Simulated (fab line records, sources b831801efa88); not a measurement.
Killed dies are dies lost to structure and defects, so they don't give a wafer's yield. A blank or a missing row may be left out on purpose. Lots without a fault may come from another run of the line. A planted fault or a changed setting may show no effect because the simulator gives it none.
fab line records | flow sky130
record lots=6 wafers=18 last_day=50
route steps=708 shown VT_ADJUST_HVTP@93 VT_ADJUST_LVTN@97 PAD_OPEN@708
lots that met no fault: from a run of the same line without faults
start_h: hours from the record's first day to the start of the lot's first wafer shown | wait_h: hours since the lot's step before | " the same as in the row above | L1.1+2: a row that stands for several wafers | - no value, or no start given | * or withheld: withheld | < > ~ a bound
route shown NAME@n: a module of which the file shows steps, and the number in the route of the first | usual: mean/standard deviation of fault-free wafers | same: alike in all rows | chamber/n: place in a boat | sites: the reading at each site | _std_site: their standard deviation | _edge_site: outer sites' mean less inner sites' | radius_mm: how far each site lies from the wafer's centre | mask NAME#n: copy n | behind: the tool/chamber that last shaped the wafer | hold: why the lot was held/for how many hours/how that ended | device: the transistor (n, p or np) that didn't switch | end of line: the same wafers' tests at the end of the route | a step without rows: its recipe alone | killed: dies lost to structure and defects at the first sort, not the wafer's yield | map: a wafer's dies, x killed, . not, _ none there
set.NAME: the setting as run; set.NAME@STEP: as run at that earlier step | model.NAME: the simulator's own value behind a step, which no gauge read
lots at some steps of the route; a table a step, a row a wafer
services: from which hour (start_h, from the record's first day; less than 0 if before it) a tool's chamber was out of use, for how many hours, and why
## steps
# step SKY_VT_ADJUST_HVTP_OVL_MEAS_08
# usual VT_ADJUST_HVTP_OVL=0.5/1.3
# columns lot.wafer tool chamber start_h wait_h VT_ADJUST_HVTP_OVL[nm]
L262.2 overlay-01 - 148.51 0.1 -0.4
L262.4 " - " " -2.1
L262.5 " - " " 0.2
L270.1 overlay-02 - 207.19 0.1 1.5
L270.5 " - " " 2.0
L270.6 " - " " 2.9
L273.3 overlay-02 - 216.05 0.1 0.0
L273.5 " - " " 0.4
L273.6 " - " " 1.6
L272.1 overlay-01 - 216.34 0.1 1.2
L272.2 " - " " 1.9
L272.5 " - " " 0.1
L275.1 overlay-01 - 221.85 0.1 -2.1
L275.3 " - " " -1.3
L275.5 " - " " -1.4
L283.2 overlay-02 - 271.91 0.1 1.8
L283.3 " - " " 1.1
L283.6 " - " " 0.1
# step SKY_VT_ADJUST_HVTP_IMPLANT_09
# recipe species=As energy_kev=150 dose_cm2=4.3e+12 tilt_deg=withheld
# step SKY_VT_ADJUST_HVTP_STRIP_10
# recipe chemistry=O2/N2 power_w=1400 pressure_mtorr=1500 platen_temp_c=withheld o2_flow_sccm=3000 n2_flow_sccm=300 overash_fraction=0.5
# usual drypump_motor_current_A=5.6/0.37 oes_product_au=0.716/0.0045 strip_time_to_endpoint_s=14.19/0.032
# columns lot.wafer tool chamber start_h wait_h drypump_motor_current_A oes_product_au rf_hours_counter_h strip_time_to_endpoint_s
L262.2 plasma_asher-01 1 148.69 0.1 5.3 0.715 3 14.20
L262.4 " 0 " " 5.3 0.714 - 14.17
L262.5 " 1 " " 5.3 0.708 - 14.16
L270.1 plasma_asher-01 0 207.37 0.1 5.4 0.720 9 14.18
L270.5 " 0 " " 5.4 0.708 - 14.21
L270.6 " 1 " " 5.3 0.710 - 14.21
L273.3 plasma_asher-02 1 216.26 0.1 5.4 0.714 - 14.20
L273.5 " 0 " " 6.4 0.712 - 14.20
L273.6 " 1 " " 5.4 0.711 - 14.17
L272.1 plasma_asher-01 1 216.52 0.1 5.3 0.719 10 14.17
L272.2 " 0 " " 5.3 0.713 10 14.19
L272.5 " 1 " " 5.3 0.708 - 14.20
L275.1 plasma_asher-01 0 222.04 0.1 5.4 0.714 10 14.21
L275.3 " 0 " " 5.4 0.714 - 14.26
L275.5 " 0 " " 5.4 0.724 - 14.20
L283.2 plasma_asher-04 1 272.09 0.1 5.8 0.710 46 14.18
L283.3 " 0 " " 5.4 0.711 - 14.18
L283.6 " 1 " " 5.8 0.712 - 14.15
# step SKY_VT_ADJUST_HVTP_TW_MEAS_11
# usual VT_ADJUST_HVTP_TW=1332/10
# columns lot.wafer tool chamber start_h wait_h VT_ADJUST_HVTP_TW
L262.2 film_metro-04 - 148.80 0.1 1349
L262.4 " - " " 1343
L262.5 " - " " 1354
L270.1 film_metro-04 - 207.47 0.1 1340
L270.5 " - " " 1349
L270.6 " - " " 1334
L273.3 film_metro-02 - 216.34 0.1 1319
L273.5 " - " " 1324
L273.6 " - " " 1316
L272.1 film_metro-01 - 216.62 0.1 1339
L272.2 " - " " 1328
L272.5 " - " " 1327
L275.1 film_metro-02 - 222.14 0.1 1312
L275.3 " - " " 1322
L275.5 " - " " 1329
L283.2 film_metro-02 - 272.20 0.1 1324
L283.3 " - " " 1325
L283.6 " - " " 1327
# step SKY_VT_ADJUST_LVTN_DEHYDRATE_00
# recipe temp_c=200 time_s=60
# step SKY_VT_ADJUST_LVTN_HMDS_01
# recipe prime_time_s=60 prime_temp_c=120
# step SKY_VT_ADJUST_LVTN_COAT_02
# recipe spin_rpm=2000 resist_thk_nm=3000
# step SKY_VT_ADJUST_LVTN_SOFTBAKE_03
# recipe temp_c=110 time_s=withheld
# step SKY_VT_ADJUST_LVTN_EXPOSE_04
# recipe mask_id=NWM_COMPLEMENT_LESS_NATIVE na=0.6 source_shape=conventional sigma_outer=0.6 polarization=unpolarized target_cd_nm=840 dose_mj=194
# step SKY_VT_ADJUST_LVTN_PEB_05
# recipe temp_c=115 time_s=withheld
# step SKY_VT_ADJUST_LVTN_DEVELOP_06
# recipe wall_angle_deg=90 developer=TMAH develop_time_s=60 dev_temp_c=23
# step SKY_VT_ADJUST_LVTN_OVL_MEAS_07
# usual VT_ADJUST_LVTN_OVL=0.3/1.5
# columns lot.wafer tool chamber start_h wait_h VT_ADJUST_LVTN_OVL[nm]
L262.2 overlay-02 - 168.19 - -2.9
L262.4 " - " " -2.6
L262.5 " - " " -2.0
L270.1 overlay-02 - 229.61 - 1.5
L270.5 " - " " 0.9
L270.6 " - " " 1.2
L273.3 overlay-01 - 239.58 - 0.3
L273.5 " - " " 0.4
L273.6 " - " " -0.6
L272.1 overlay-01 - 239.98 - -2.4
L272.2 " - " " -2.7
L272.5 " - " " -0.6
L275.1 overlay-01 - 244.96 - 0.7
L275.3 " - " " 1.4
L275.5 " - " " 0.0
L283.2 overlay-01 - 296.77 - -0.6
L283.3 " - " " -0.2
L283.6 " - " " -0.7
# step SKY_VT_ADJUST_LVTN_IMPLANT_08
# recipe species=B energy_kev=30 dose_cm2=1.57e+12 tilt_deg=withheld
# usual faraday_current_uA=8.87/0.17
# columns lot.wafer tool chamber start_h wait_h faraday_current_uA
L262.2 implanter-01 0 168.25 0.0 8.85
L262.4 " 0 " " 9.15
L262.5 " 0 " " 8.62
L270.1 implanter-03 0 229.65 0.0 9.17
L270.5 " 0 " " 9.00
L270.6 " 0 " " 8.74
L273.3 implanter-02 0 239.65 0.1 9.03
L273.5 " 0 " " 9.04
L273.6 " 0 " " 8.91
L272.1 implanter-03 0 240.02 0.0 8.90
L272.2 " 0 " " 8.70
L272.5 " 0 " " 8.82
L275.1 implanter-03 0 245.00 0.0 8.80
L275.3 " 0 " " 8.72
L275.5 " 0 " " 8.68
L283.2 implanter-02 0 296.82 0.0 8.71
L283.3 " 0 " " 8.95
L283.6 " 0 " " 8.29
# step SKY_VT_ADJUST_LVTN_STRIP_09
# recipe chemistry=O2/N2 power_w=1400 pressure_mtorr=1500 platen_temp_c=withheld o2_flow_sccm=3000 n2_flow_sccm=300 overash_fraction=0.5
# usual drypump_motor_current_A=5.5/0.36 oes_product_au=0.723/0.0048 strip_time_to_endpoint_s=36.91/0.1
# columns lot.wafer tool chamber start_h wait_h drypump_motor_current_A oes_product_au rf_hours_counter_h strip_time_to_endpoint_s
L262.2 plasma_asher-01 0 168.37 0.1 5.4 0.725 5 36.79
L262.4 " 0 " " 5.3 0.720 - 36.85
L262.5 " 0 " " 5.4 0.720 - 36.90
L270.1 plasma_asher-02 0 229.80 0.1 6.4 0.725 53 37.01
L270.5 " 0 " " 6.4 0.727 - 36.91
L270.6 " 1 " " 5.4 0.730 - 36.96
L273.3 plasma_asher-01 0 239.79 0.1 5.4 0.729 - 37.19
L273.5 " 1 " " 5.3 0.729 - 37.10
L273.6 " 0 " " 5.4 0.721 - 37.09
L272.1 plasma_asher-02 1 240.17 0.1 5.4 0.723 54 37.02
L272.2 " 0 " " 6.4 0.718 54 36.99
L272.5 " 1 " " 5.4 0.710 - 37.08
L275.1 plasma_asher-01 1 245.15 0.1 5.4 0.726 13 36.85
L275.3 " 1 " " 5.4 0.730 - 36.85
L275.5 " 1 " " 5.4 0.724 - 36.98
L283.2 plasma_asher-03 0 296.95 0.1 5.3 0.712 59 36.76
L283.3 " 1 " " 5.4 0.723 - 36.80
L283.6 " 0 " " 5.3 0.723 - 36.81
# step SKY_VT_ADJUST_LVTN_TW_MEAS_10
# usual VT_ADJUST_LVTN_TW=237.2/1.2
# columns lot.wafer tool chamber start_h wait_h VT_ADJUST_LVTN_TW
L262.2 film_metro-01 - 168.48 0.1 237.4
L262.4 " - " " 237.9
L262.5 " - " " 237.5
L270.1 film_metro-02 - 229.90 0.1 235.7
L270.5 " - " " 235.4
L270.6 " - " " 235.9
L273.3 film_metro-03 - 239.87 0.1 237.8
L273.5 " - " " 238.3
L273.6 " - " " 239.3
L272.1 film_metro-03 - 240.27 0.1 229.5
L272.2 " - " " 231.8
L272.5 " - " " 231.8
L275.1 film_metro-03 - 245.25 0.1 230.9
L275.3 " - " " 237.1
L275.5 " - " " 231.1
L283.2 film_metro-02 - 297.06 0.1 234.4
L283.3 " - " " 236.7
L283.6 " - " " 235.6
# step SKY_VT_ADJUST_LVTN_DEHYDRATE_11
# recipe temp_c=200 time_s=60
# step SKY_PAD_OPEN_PROBE_99
# usual killed_at_M0_to_M3=43/7.4 killed_at_M4_up=3.3/2 killed_at_contacts=24/5.4 killed_at_front_end=16/4.2 killed_at_other=0.3/0.61 killed_dies=87/9.4 killed_open=47/7.3 killed_short=40/6.7
# same gross_dies=492 killed_at_back_side=0
# columns lot.wafer tool chamber start_h wait_h killed_at_M0_to_M3 killed_at_M4_up killed_at_contacts killed_at_front_end killed_at_other killed_dies killed_open killed_short model.etest.nfet_01v8.drive_ua_um_range model.etest.nfet_01v8.vt_v_range
L262.2 prober-02 - 1099.48 0.1 41 3 25 16 0 85 49 36 9.265 0.009113
L262.4 prober-02 - 1099.58 0.2 41 4 18 17 1 81 45 36 4.692 0.0082
L262.5 prober-02 - 1099.63 0.2 42 2 25 21 1 91 47 43 13.76 0.01134
L270.1 prober-02 - 1155.38 0.1 43 1 28 16 0 88 48 40 9.915 0.01191
L270.5 prober-02 - 1155.58 0.2 32 4 29 12 0 77 42 35 10.24 0.006686
L270.6 prober-02 - 1155.63 0.2 53 3 22 11 0 89 46 43 8.004 0.009009
L272.1 prober-02 - 1165.26 0.1 39 2 27 13 1 82 47 35 11.61 0.01373
L272.2 prober-02 - 1165.31 0.1 39 3 25 13 2 82 52 27 9.239 0.01079
L272.5 prober-02 - 1165.46 0.2 37 3 27 8 0 75 43 32 12.94 0.01212
L273.3 prober-02 - 1165.88 0.2 32 0 25 15 0 72 44 28 11.4 0.01638
L273.5 prober-02 - 1165.98 0.2 49 4 27 16 0 96 55 41 11.02 0.008194
L273.6 prober-02 - 1166.03 0.2 51 4 28 11 0 94 37 57 9.736 0.01145
L275.1 prober-02 - 1169.14 0.1 42 3 36 16 0 97 53 43 11.84 0.01409
L275.3 prober-02 - 1169.24 0.2 36 3 36 32 0 107 65 41 6.044 0.00814
L275.5 prober-02 - 1169.34 0.2 42 7 22 21 0 92 47 45 11.96 0.01159
L283.2 prober-02 - 1204.98 0.1 43 7 29 11 0 90 47 43 11.86 0.009049
L283.3 prober-02 - 1205.03 0.2 46 3 24 16 0 89 47 40 10.52 0.01402
L283.6 prober-02 - 1205.18 0.2 31 2 29 14 0 76 36 38 7.783 0.01052
# killed by level:class
L262.2 LI_CONTACT:geometric_particle:open=9 VIA1:geometric_particle:open=8 VIA1:geometric_particle:short=8 CONTACT:geometric_particle:open=8 VIA2:geometric_particle:open=7 FIELD_ISO:geometric_particle:short=5 POLY_GATE:geometric_particle:open=5 METAL3:geometric_particle:short=4
L262.4 VIA2:geometric_particle:open=10 VIA1:geometric_particle:open=8 CONTACT:geometric_particle:open=5 VIA3:geometric_particle:open=4 POLY_GATE:geometric_particle:short=4 LOCAL_INTERCONNECT:geometric_particle:short=4 CONTACT:geometric_particle:short=4 METAL2:geometric_particle:short=4
L262.5 VIA1:geometric_particle:open=9 CONTACT:geometric_particle:open=8 LI_CONTACT:geometric_particle:open=8 METAL2:geometric_particle:short=7 FIELD_ISO:geometric_particle:short=6 CONTACT:geometric_particle:short=6 VIA2:geometric_particle:open=5 VIA3:geometric_particle:open=5
L270.1 VIA3:geometric_particle:open=10 LOCAL_INTERCONNECT:geometric_particle:short=9 VIA1:geometric_particle:open=9 FIELD_ISO:geometric_particle:short=7 LI_CONTACT:geometric_particle:open=7 CONTACT:geometric_particle:open=6 METAL2:geometric_particle:short=5 VIA2:geometric_particle:open=4
L270.5 CONTACT:geometric_particle:open=11 LI_CONTACT:geometric_particle:open=6 VIA3:geometric_particle:open=6 FIELD_ISO:geometric_particle:short=5 LI_CONTACT:geometric_particle:short=5 VIA2:geometric_particle:open=5 CONTACT:geometric_particle:short=4 METAL2:geometric_particle:short=4
L270.6 VIA1:geometric_particle:open=11 VIA2:geometric_particle:open=8 LI_CONTACT:geometric_particle:open=7 VIA1:geometric_particle:short=7 METAL2:geometric_particle:short=7 VIA3:geometric_particle:open=6 VIA3:geometric_particle:short=5 POLY_GATE:geometric_particle:open=4
L272.1 CONTACT:geometric_particle:open=10 LI_CONTACT:geometric_particle:open=7 VIA1:geometric_particle:open=7 VIA2:geometric_particle:open=7 CONTACT:geometric_particle:short=6 VIA3:geometric_particle:open=6 VIA3:geometric_particle:short=5 FIELD_ISO:geometric_particle:short=4
L272.2 VIA1:geometric_particle:open=11 LI_CONTACT:geometric_particle:open=9 VIA3:geometric_particle:open=7 LOCAL_INTERCONNECT:geometric_particle:short=6 VIA2:geometric_particle:open=5 CONTACT:geometric_particle:open=5 POLY_GATE:geometric_particle:open=4 VIA3:geometric_particle:short=3
L272.5 VIA1:geometric_particle:open=10 LI_CONTACT:geometric_particle:open=9 CONTACT:geometric_particle:open=8 VIA2:geometric_particle:open=8 CONTACT:geometric_particle:short=5 VIA1:geometric_particle:short=5 METAL2:geometric_particle:short=5 LOCAL_INTERCONNECT:geometric_particle:short=4
L273.3 CONTACT:geometric_particle:open=12 VIA1:geometric_particle:open=9 LI_CONTACT:geometric_particle:open=7 VIA2:geometric_particle:open=5 FIELD_ISO:geometric_particle:short=4 CONTACT:geometric_particle:short=4 METAL1:geometric_particle:short=4 VIA3:geometric_particle:open=4
L273.5 VIA2:geometric_particle:open=14 CONTACT:geometric_particle:open=11 CONTACT:geometric_particle:short=9 VIA1:geometric_particle:open=8 LI_CONTACT:geometric_particle:open=5 VIA1:geometric_particle:short=5 METAL2:geometric_particle:short=5 VIA3:geometric_particle:open=5
L273.6 VIA1:geometric_particle:short=9 CONTACT:geometric_particle:open=9 LOCAL_INTERCONNECT:geometric_particle:short=8 METAL1:geometric_particle:short=6 METAL2:geometric_particle:short=6 VIA2:geometric_particle:short=6 VIA2:geometric_particle:open=6 LI_CONTACT:geometric_particle:open=4
L275.1 CONTACT:geometric_particle:open=14 LI_CONTACT:geometric_particle:open=11 VIA1:geometric_particle:short=9 VIA1:geometric_particle:open=9 VIA3:geometric_particle:open=8 LOCAL_INTERCONNECT:geometric_particle:short=5 METAL1:geometric_particle:short=5 FIELD_ISO:geometric_particle:short=4
L275.3 CONTACT:geometric_particle:open=18 VIA1:geometric_particle:open=13 POLY_GATE:geometric_particle:open=10 CONTACT:geometric_particle:short=10 FIELD_ISO:geometric_particle:short=8 LI_CONTACT:geometric_particle:open=6 VIA3:geometric_particle:open=5 FIELD_ISO:geometric_particle:open=4
L275.5 VIA1:geometric_particle:open=9 METAL1:geometric_particle:short=8 LI_CONTACT:geometric_particle:open=7 CONTACT:geometric_particle:short=6 FIELD_ISO:geometric_particle:short=5 CONTACT:geometric_particle:open=5 POLY_GATE:geometric_particle:open=4 POLY_GATE:geometric_particle:short=4
L283.2 LI_CONTACT:geometric_particle:open=10 VIA1:geometric_particle:open=7 VIA1:geometric_particle:short=7 CONTACT:geometric_particle:open=6 METAL2:geometric_particle:short=6 LOCAL_INTERCONNECT:geometric_particle:short=5 METAL2:geometric_particle:open=5 METAL3:geometric_particle:short=5
L283.3 VIA3:geometric_particle:open=10 VIA1:geometric_particle:open=9 CONTACT:geometric_particle:open=9 METAL2:geometric_particle:short=7 METAL1:geometric_particle:short=7 CONTACT:geometric_particle:short=6 POLY_GATE:geometric_particle:short=5 LI_CONTACT:geometric_particle:open=4
L283.6 CONTACT:geometric_particle:open=8 VIA2:geometric_particle:open=8 CONTACT:geometric_particle:short=7 METAL1:geometric_particle:short=6 POLY_GATE:geometric_particle:open=5 LI_CONTACT:geometric_particle:short=5 LI_CONTACT:geometric_particle:open=5 VIA1:geometric_particle:open=4
## services
# columns tool chamber start_h hours kind
implanter-02 - 130.06 3.0 repair
plasma_asher-03 - 144.42 2.1 repair
plasma_asher-01 - 186.65 1.4 repair
plasma_asher-02 - 195.14 12.6 repair
implanter-02 - 207.17 0.7 repair
plasma_asher-03 - 217.27 15.6 pm
plasma_asher-04 - 242.65 4.0 pm
implanter-01 - 263.70 150.8 pm
implanter-03 - 283.46 12.4 pm
## key
first_sign step=SKY_VT_ADJUST_LVTN_TW_MEAS_10 reading=VT_ADJUST_LVTN_TW direction=down sigmas=5.1 usual=237.2 struck=231.0
effect none on later readings
model_effect step=SKY_PAD_OPEN_PROBE_99 value=etest.nfet_01v8.drive_ua_um_range without=9.114 struck=11.52
met_at SKY_VT_ADJUST_LVTN_IMPLANT_08
struck_wafers L272.1,L272.2,L272.5,L275.1,L275.5
tester_left_out L272,L275
onset_between 229.65 240.02
fault kind=process_parameter_drift tool=implanter-03 chamber=- onset_h=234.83 steps=SKY_VT_ADJUST_LVTN_IMPLANT_08 channel=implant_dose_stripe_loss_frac offset=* shape=step end_h=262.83 scope=struck_wafers_only
# tester_left_out: of these lots the tester's yield and bins aren't shown, on N5 and GAA mostly nor the transistor test; their killed dies are dies lost to structure and defects alone, not to doping, threshold or leakage, so they don't give the yield
